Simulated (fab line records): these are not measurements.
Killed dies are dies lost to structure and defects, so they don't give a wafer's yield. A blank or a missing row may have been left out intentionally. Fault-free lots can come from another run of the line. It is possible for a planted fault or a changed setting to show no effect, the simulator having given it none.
Chamber matching	flow sky130	SKY_VIA1_ETCH_15 on rie diel-01 has 4 sister chambers
The step etches SiO2 in C4F8/O2/Ar, stops on TiN, target depth 351 nm, time 54 s. 14 wafers are shown with their chamber, then 7 later ones without.

== EACH WAFER AND ITS CHAMBER ==
wafer	chamber	oes product au (a.u.)
L078.2	1	0.978
L078.4	2	0.980
L078.6	3	0.980
L079.3	2	0.986
L079.5	0	0.977
L079.6	1	0.980
L082.1	3	0.994
L082.5	0	0.976
L082.6	3	0.982
L083.1	2	0.969
L083.3	3	0.991
L083.4	1	0.968
L094.1	0	0.979
L094.2	1	0.968

SIGNATURES, as means of the wafers listed above
reading	chamber 0	chamber 1	chamber 2	chamber 3	scatter within a chamber
oes product au	0.97733	0.97350	0.97833	0.98675	0.00644
Rule: for a wafer and a chamber, the distance is found by dividing, reading by reading, the gap between the wafer's reading and the chamber's mean by the reading's scatter, squaring, summing and taking the root. If the next closest chamber is less than 2 further off than the closest, the wafer can't be placed; otherwise it belongs to the closest. The scatter: the root of (the sum of the squares of (reading less its chamber's mean) over the shown wafers, divided by (wafers less chambers)).

== WAFERS WHOSE CHAMBER IS MISSING ==
wafer	oes product au (a.u.)
L094.5	0.970
L096.2	0.988
L096.4	0.982
L096.5	0.978
L097.1	0.997
L097.2	0.983
L097.3	0.987

== WHICH CHAMBER EACH ONE RAN IN ==
wafer	from the rows above	in truth
L094.5	can't be placed: 1 or 0 or 2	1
L096.2	can't be placed: 3 or 2 or 0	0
L096.4	can't be placed: 2 or 0 or 3 or 1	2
L096.5	can't be placed: 2 or 0 or 1 or 3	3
L097.1	can't be placed: 3 or 2 or 0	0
L097.2	can't be placed: 3 or 2 or 0 or 1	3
L097.3	can't be placed: 3 or 2 or 0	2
Correctly placed: 0 of 7. Unplaceable from these rows: 7, with the true chamber sitting among the candidates in 7. Number placed wrongly: 0.
